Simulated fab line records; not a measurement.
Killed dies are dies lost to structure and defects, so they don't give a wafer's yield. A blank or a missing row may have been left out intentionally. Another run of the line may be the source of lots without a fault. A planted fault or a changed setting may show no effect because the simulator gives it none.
Comparing a struck lot with a sound one | flow sky130 | 14 out of 708 route steps
Sound: wafers L205.1, L205.2, L205.5. Struck: wafers L207.1, L207.3, L207.5. Last of all comes the cause.
At each step with rows: each side's tool, then ch and its chambers, then its first start. Under that, the readings that differ: sound wafers | struck wafers | difference of the means | sigmas: that difference in standard deviations of wafers without a fault.
alike: words and numbers the same on both sides, and readings whose means are apart by under 2 such deviations; not compared: readings that were withheld, readings missing a value for some wafer, numbers with overlapping values and no deviation given by the record, and bounds like >300 which may hide the same value.
Wherever a step has rows on one side only, a row that says differs or no value, or a row with sigmas, the two part there. Numbers that don't overlap but have no deviation are shown without sigmas and don't part them. A reading that every wafer of one side lacks parts them only if that side has two wafers or more.

first, 5 steps without rows for these wafers: SKY_LI_CONTACT_COAT_07 (resist thk 450 nm); SKY_LI_CONTACT_SOFTBAKE_08 (time 90 s); SKY_LI_CONTACT_EXPOSE_09 (exposes mask LICM1, target cd 170 nm); SKY_LI_CONTACT_PEB_10; SKY_LI_CONTACT_DEVELOP_11 (develop time 60 s).
SKY_LI_CONTACT_CD_MEAS_12 targets a cd of 170 nm.
  sound on cd-sem-02, day 34 01:31; struck on cd-sem-02, day 34 20:13
  alike: cd-nm
SKY_LI_CONTACT_OVL_MEAS_13:
  sound on overlay-02, day 34 01:38; struck on overlay-02, day 34 20:20
  alike: LI_CONTACT_OVL
SKY_LI_CONTACT_ETCH_14: etches BARC in N2/H2, stops on SiO2, time 45.9 s, target depth 60 nm.
  sound on rie-diel-03 ch 0,2,3, day 34 01:40; struck on rie-diel-01 ch 0,1,3, day 34 20:22
  alike: drypump-motor-current-A, oes-product-au, throttle-valve-pct
  not compared: rf-hours-counter-h
SKY_LI_CONTACT_ETCH_15: etches PSG in C4F8/O2/Ar, stops on Si, target depth 600 nm.
  sound on rie-diel-03 ch 0,2,3, day 34 01:43; struck on rie-diel-01 ch 0,1,3, day 34 20:25
  alike: oes-product-au
SKY_LI_CONTACT_STRIP_16: strips in O2/N2.
  sound on plasma-asher-02 ch 0,1, day 34 01:48; struck on plasma-asher-01 ch 0,1, day 34 20:30
  alike: drypump-motor-current-A, oes-product-au, strip-time-to-endpoint-s
  not compared: rf-hours-counter-h
then, 2 steps without rows for these wafers: SKY_LI_CONTACT_CLEAN_17 (cleans in NMP, time 600 s); SKY_LI_CONTACT_PRE_CLEAN_18 (time 5.6 s).
SKY_LI_CONTACT_SPUTTER_19: material Ti, target thk 20 nm, time 106.37 s.
  sound on pvd-sputter-04, day 34 02:07; struck on pvd-sputter-04, day 34 20:47
  no value came back on the struck wafers for cathode-dc-power-W (W), chamber-pressure-pa (Pa), substrate-temp-c (C), throttle-valve-pct (%); on the sound wafers cathode-dc-power-W (W) reads 2500.4 2500.2 2500.0
SKY_LI_CONTACT_SPUTTER_20: material TiN, target thk 20 nm, time 80 s.
  sound on pvd-sputter-04, day 34 02:11; struck on pvd-sputter-04, day 34 20:52
  alike: cathode-dc-power-W, chamber-pressure-pa, throttle-valve-pct

WHERE THEY PART
At SKY_LI_CONTACT_SPUTTER_19 and nowhere else, as far as this record goes. Later steps at which nothing parts them and some readings are alike: SKY_LI_CONTACT_SPUTTER_20.

WHY: what had been put in by the simulator
Entire step skipped (pvd-sputter-04, SKY_LI_CONTACT_SPUTTER_19), from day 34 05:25 onward. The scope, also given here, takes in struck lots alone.
